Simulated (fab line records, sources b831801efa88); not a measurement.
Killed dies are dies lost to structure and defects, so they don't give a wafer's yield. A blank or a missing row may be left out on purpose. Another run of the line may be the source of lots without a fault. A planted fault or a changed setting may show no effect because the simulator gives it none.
Split-lot trial + flow gf180mcu + 23 wafers read from 5 lots, route of 602 steps

== THE SPLIT ITSELF ==
At GF_SAB_CVD_00 (deposits SiO2 from TEOS, target thk 50 nm, time 4.9302 s), the setting time_s was moved away from the recipe's 4.9302 s on 4 of the 23 wafers read, by -14.6% to +8.9%. All remaining wafers had this setting at the recipe value.

Split to reading: the file shows no intervening step.

== THE READING ==
At GF_SAB_THK_MEAS_01: SAB_CVD_00_THK, given in nm. On this fab line, fault-free wafers typically give 50.0 nm with a standard deviation of 0.77 nm.

| wafer  | tool, chamber at the split | time_s as run, s | against the recipe | SAB_CVD_00_THK, nm | against lot-mates on the recipe |
|--------|----------------------------|------------------|--------------------|--------------------|---------------------------------|
| L075.1 | pecvd-03, 1                | 4.21             | -14.6%             | 43.2               | -7.4                            |
| L075.2 | pecvd-03, 0                | 4.9302           | recipe             | 49.9               | -                               |
| L075.4 | pecvd-03, 2                | 4.21             | -14.6%             | 43.3               | -7.3                            |
| L075.5 | pecvd-03, 0                | 4.9302           | recipe             | 50.7               | -                               |
| L075.6 | pecvd-03, 1                | 4.9302           | recipe             | 51.2               | -                               |
| L078.2 | pecvd-02, 1                | 4.9302           | recipe             | 48.7               | -                               |
| L078.4 | pecvd-02, 1                | 4.9302           | recipe             | 48.7               | -                               |
| L078.6 | pecvd-02, 2                | 4.9302           | recipe             | 49.7               | -                               |
| L077.1 | pecvd-02, 2                | 4.9302           | recipe             | 49.4               | -                               |
| L077.2 | pecvd-02, 0                | 4.9302           | recipe             | 49.9               | -                               |
| L077.3 | pecvd-02, 1                | 4.9302           | recipe             | 49.4               | -                               |
| L077.4 | pecvd-02, 2                | 4.9302           | recipe             | 50.9               | -                               |
| L077.6 | pecvd-02, 1                | 4.9302           | recipe             | 49.3               | -                               |
| L081.2 | pecvd-03, 2                | 4.9302           | recipe             | 49.3               | -                               |
| L081.3 | pecvd-03, 0                | 4.9302           | recipe             | 48.9               | -                               |
| L081.4 | pecvd-03, 0                | 4.9302           | recipe             | 49.6               | -                               |
| L081.5 | pecvd-03, 1                | 4.9302           | recipe             | 50.4               | -                               |
| L081.6 | pecvd-03, 2                | 4.9302           | recipe             | 50.2               | -                               |
| L082.1 | pecvd-02, 0                | 5.369            | +8.9%              | 53.4               | +3.5                            |
| L082.2 | pecvd-02, 1                | 5.369            | +8.9%              | 53.3               | +3.4                            |
| L082.3 | pecvd-02, 2                | 4.9302           | recipe             | 49.5               | -                               |
| L082.5 | pecvd-02, 1                | 4.9302           | recipe             | 49.7               | -                               |
| L082.6 | pecvd-02, 2                | 4.9302           | recipe             | 50.4               | -                               |

THE FIT
A straight line over all 23 wafers: SAB_CVD_00_THK changes by +0.434 nm for each +1% of time_s; r = +0.96; the points scatter about the line by 0.66 nm.
The same after taking each lot's own level away (the mean of its wafers on the recipe; 23 wafers): +0.471 nm for each +1%; r = +0.98; scatter 0.56 nm.
That fit puts the effect of the largest move of time_s on the reading at 6.9 nm.
Measured against the standard deviation above, the lots' own levels, which go from 49.03 to 50.60 nm, span 2.0 times it.
The two slopes agree, so the slope changes little with the lot-to-lot level.
Check: for one of the wafers moved furthest among these (-14.6%), held out of the fit, the line's prediction against its lot-mates is -6.72 nm. It came out at -7.4 nm against them.

== THE OTHER SPLITS THESE WAFERS WENT THROUGH ==
Other splits were also applied to these wafers ahead of the reading. Each is held against what the fit with the lots' levels taken away leaves over:
| other split on the same wafers  | wafers away from the commonest value | r with SAB_CVD_00_THK (lot level and that fit taken away) |
|---------------------------------|--------------------------------------|-----------------------------------------------------------|
| GF_HV_LDD_COAT_14 resist_thk_nm | 5                                    | -0.31                                                     |
| GF_HV_LDD_CVD_56 time_s         | 15                                   | -0.05                                                     |
| GF_NSD_EXPOSE_04 dose_mj        | 12                                   | +0.22                                                     |
| GF_NSD_IMPLANT_09 energy_kev    | 7                                    | +0.03                                                     |
| GF_PSD_IMPLANT_09 energy_kev    | 11                                   | -0.27                                                     |

== THE WHOLE CHAIN: every reading that the file lists as answering this split, in the file's order ==
| step               | what it does                                             | reading                                                                    | change (the file's fit)              | r (the file's) |
|--------------------|----------------------------------------------------------|----------------------------------------------------------------------------|--------------------------------------|----------------|
| GF_SAB_CVD_00      | deposits SiO2 from TEOS, target thk 50 nm, time 4.9302 s | SiO2_of_SAB_CVD_00.thk_nm (the simulator's own value, which no gauge read) | +0.47 nm for each +1% of the setting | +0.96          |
| GF_SAB_THK_MEAS_01 |                                                          | SAB_CVD_00_THK                                                             | +0.471 for each +1% of the setting   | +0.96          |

== FILE'S OWN FIT ==
SAB_CVD_00_THK changes by +0.471 nm for each +1% of time_s, r = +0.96.
